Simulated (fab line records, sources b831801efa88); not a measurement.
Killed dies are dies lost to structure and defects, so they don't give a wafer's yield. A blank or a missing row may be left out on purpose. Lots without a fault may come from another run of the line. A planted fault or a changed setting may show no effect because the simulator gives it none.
Split-lot experiment | flow gf180mcu | 5 lots, 27 wafers read, on a route of 602 steps

THE SPLIT
At GF_V2_SPUTTER_22 (material TiN, target thk 10 nm, time 40 s), the setting time_s was moved away from the recipe's 40 s on 6 of the 27 wafers read, by -49.0% to -40.4%. The other wafers ran this setting at the recipe's value.

The reading is taken at the split's own step.

THE READING
TiN_of_V2_SPUTTER_22.thk_nm (the simulator's own value, which no gauge read), in nm, at GF_V2_SPUTTER_22 (material TiN, target thk 10 nm, time 40 s). The file gives no usual value for it. The 21 wafers here that ran the recipe average 9.971 nm, standard deviation 0.096 nm.

wafer  | tool, chamber at the split | time_s as run, s | against the recipe | TiN_of_V2_SPUTTER_22.thk_nm, nm | against lot-mates on the recipe
L074.1 | pvd_sputter-04, -          | 40               | recipe             | 10.03                           | -
L074.2 | pvd_sputter-04, -          | 40               | recipe             | 10                              | -
L074.3 | pvd_sputter-04, -          | 40               | recipe             | 10.02                           | -
L074.4 | pvd_sputter-04, -          | 40               | recipe             | 10.11                           | -
L074.5 | pvd_sputter-04, -          | 40               | recipe             | 10.16                           | -
L074.6 | pvd_sputter-04, -          | 40               | recipe             | 10.01                           | -
L078.1 | pvd_sputter-03, -          | 20.4             | -49.0%             | 5.009                           | -4.828
L078.2 | pvd_sputter-03, -          | 40               | recipe             | 9.876                           | -
L078.3 | pvd_sputter-03, -          | 40               | recipe             | 9.838                           | -
L078.4 | pvd_sputter-03, -          | 20.4             | -49.0%             | 5.023                           | -4.814
L078.5 | pvd_sputter-03, -          | 20.4             | -49.0%             | 4.881                           | -4.956
L078.6 | pvd_sputter-03, -          | 40               | recipe             | 9.798                           | -
L079.2 | pvd_sputter-04, -          | 40               | recipe             | 9.938                           | -
L079.4 | pvd_sputter-04, -          | 40               | recipe             | 10.09                           | -
L079.6 | pvd_sputter-04, -          | 40               | recipe             | 9.925                           | -
L082.1 | pvd_sputter-03, -          | 23.83            | -40.4%             | 5.935                           | -4.098
L082.2 | pvd_sputter-03, -          | 40               | recipe             | 10.06                           | -
L082.3 | pvd_sputter-03, -          | 40               | recipe             | 9.998                           | -
L082.4 | pvd_sputter-03, -          | 23.83            | -40.4%             | 5.902                           | -4.131
L082.5 | pvd_sputter-03, -          | 23.83            | -40.4%             | 6.019                           | -4.014
L082.6 | pvd_sputter-03, -          | 40               | recipe             | 10.04                           | -
L084.1 | pvd_sputter-01, -          | 40               | recipe             | 10.01                           | -
L084.2 | pvd_sputter-01, -          | 40               | recipe             | 9.835                           | -
L084.3 | pvd_sputter-01, -          | 40               | recipe             | 9.93                            | -
L084.4 | pvd_sputter-01, -          | 40               | recipe             | 9.833                           | -
L084.5 | pvd_sputter-01, -          | 40               | recipe             | 9.945                           | -
L084.6 | pvd_sputter-01, -          | 40               | recipe             | 9.935                           | -

THE FIT
A straight line over all 27 wafers: TiN_of_V2_SPUTTER_22.thk_nm changes by +0.101 nm for each +1% of time_s; r = +1.00; the points scatter about the line by 0.097 nm.
The same after taking each lot's own level away (the mean of its wafers on the recipe; 27 wafers): +0.1 nm for each +1%; r = +1.00; scatter 0.061 nm.
On that fit, the largest move of time_s shifts the reading by 4.9 nm.
The lots' own levels span 9.8373 to 10.0550 nm, that is 2.3 times the standard deviation above.
So the lot-to-lot level changes the slope little: the two slopes agree.
Check: with one of the wafers moved furthest among these (-49.0%) left out of the fit, the line predicts -4.92 nm for it against its lot-mates. It came out at -4.83 nm against them.

OTHER SPLITS ON THESE WAFERS
These wafers also went through other splits before the reading. Each is held against what the fit with the lots' levels taken away leaves over:
other split on the same wafers   | wafers away from the commonest value | r with TiN_of_V2_SPUTTER_22.thk_nm (lot level and that fit taken away)
GF_POLY_GATE_ETCH_13 time_s      | 12                                   | -0.01
GF_PSD_DEVELOP_06 develop_time_s | 6                                    | -0.27
GF_SAB_DEVELOP_08 develop_time_s | 9                                    | -0.02
GF_V1_CVD_02 time_s              | 6                                    | -0.09
GF_M2_SPUTTER_02 time_s          | 9                                    | -0.16

THE FILE'S OWN FIT
TiN_of_V2_SPUTTER_22.thk_nm changes by +0.1 nm for each +1% of time_s, r = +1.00.
